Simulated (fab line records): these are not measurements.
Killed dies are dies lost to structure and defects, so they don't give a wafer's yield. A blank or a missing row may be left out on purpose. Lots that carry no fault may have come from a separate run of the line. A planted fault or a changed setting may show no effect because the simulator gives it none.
Code-filled problem report in 8D (eight disciplines) form + flow sky130 + the parts of the form that need people (team, actions taken, sign-off) are left out

== 1. WHAT IS WRONG ==
Wafers without a fault read 10.000, standard deviation 0.0028; beam-energy-keV at SKY_GATE_OXIDE_IMPLANT_11 reads a mean of 9.137 on 6 wafers belonging to 2 lots. So: -99 or more standard deviations from the usual mean.
First observed at day 19 09:11: wafer L393.2, on implanter-03. Wafers with a number at this step in the record: 18, from 6 lots. Rule for "out" (also "out of limits"): further than 4 standard deviations from the usual mean. All remaining wafers that have a number are taken as sound.

== 2. WHAT IT IS, AND WHAT IT ISN'T ==
| question                    | is                     | is not                                                                   |
|-----------------------------|------------------------|--------------------------------------------------------------------------|
| which readings at this step | beam-energy-keV        | end-station-pressure-torr                                                |
| which lots                  | L393, L395             | L379, L383, L397, L400                                                   |
| which wafers of those lots  | all that have a number | -                                                                        |
| read on which tools         | implanter-03           | implanter-02, implanter-04                                               |
| when                        | from day 19 09:11      | up to then (6 sound wafers); but 6 sound wafers of L397, L400 came after |

== 3. THE SUSPECTS, EACH WITH WHAT RULES IT OUT ==
Counting: a tool at any process step up to the reading remains a suspect when it ran all the lots that are out and ran no sound lot after the first of those.
- implanter-03 at SKY_GATE_OXIDE_IMPLANT_11: kept. All lots that are out passed through it, beginning with L393 at day 19 09:11, and no sound lot followed; its final sound lot before that point was L383 at day 17 01:22. Its own readings are out on those wafers: beam-energy-keV.
Remaining after the count: implanter-03 at SKY_GATE_OXIDE_IMPLANT_11.

== 4. THE CAUSE (what the simulator had put in) ==
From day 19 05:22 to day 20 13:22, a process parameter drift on implanter-03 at SKY_GATE_OXIDE_IMPLANT_11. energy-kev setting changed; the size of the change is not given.
After counting, this tool was the only one left.

== 5. THE CHAIN OF EFFECTS, in route order ==
Each row: a reading whose mean over the struck wafers that have a number lies more than 3 standard deviations from the usual. Scope: only readings with a usual standard deviation given in the record; hours: median across lots of the time from each lot's start at the first step in this table that gives one to its start at this step; sigmas: change in usual standard deviations.
| hours | step                      | reading         | usual  | on struck wafers | change | sigmas      |
|-------|---------------------------|-----------------|--------|------------------|--------|-------------|
| 0     | SKY_GATE_OXIDE_IMPLANT_11 | beam-energy-keV | 10.000 | 9.137            | -0.863 | -99 or more |
It contains these process steps:
- SKY_GATE_OXIDE_IMPLANT_11

== 6. WHAT WOULD HAVE CAUGHT IT SOONER ==
In this record no reading fell out of limits until day 19 09:11, 4 hours after the fault had begun at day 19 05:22.
